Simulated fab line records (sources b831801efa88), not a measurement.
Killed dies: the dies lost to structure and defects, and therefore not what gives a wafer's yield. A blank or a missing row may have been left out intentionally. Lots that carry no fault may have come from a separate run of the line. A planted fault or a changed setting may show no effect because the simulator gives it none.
Matching of chambers -- flow sky130 -- SKY_VIA3_CMP_02 on cmp-01: 4 sister chambers
The step polishes SiO2. 8 wafers are shown with their chamber, then 7 later ones without.

## WAFERS WITH THEIR CHAMBER
wafer,chamber,motorCurrentA (A),retainingRingPressureFrac
L583.6,1,13.7,1.005
L585.2,1,14.4,0.999
L585.6,0,14.3,1.001
L592.1,2,12.7,1.000
L592.2,3,11.3,0.996
L592.5,2,12.8,0.997
L596.1,0,14.1,0.995
L596.2,3,11.8,1.003

## WAFERS WITH NO CHAMBER GIVEN
wafer,motorCurrentA (A),retainingRingPressureFrac
L596.3,12.6,0.997
L597.2,12.8,0.994
L597.5,14.3,1.008
L597.6,13.9,0.997
L604.1,13.7,0.999
L604.2,13.2,0.994
L604.5,11.0,1.003

## CHAMBER TAKEN BY EACH
wafer,from the rows above,in truth
L596.3,2,2
L597.2,2,2
L597.5,can't be placed: 1 or 0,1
L597.6,can't be placed: 0 or 1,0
L604.1,can't be placed: 1 or 0 or 2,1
L604.2,can't be placed: 2 or 0 or 1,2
L604.5,3,3
Correctly placed: 3 of 7. These rows do not allow placing 4 (true chamber among the candidates in 4). Placed wrongly: 0.
How it was worked out, from the rows above alone: a wafer's distance from a chamber is the root of the sum, over the readings, of the square of ((its reading less the chamber's mean) divided by the reading's scatter). The wafer belongs to the nearest chamber; if the next one is less than 2 further off, it can't be placed. A chamber's mean is the mean of its shown wafers. The scatter: the root of (the sum of the squares of (reading less its chamber's mean) over the shown wafers, divided by (wafers less chambers)).
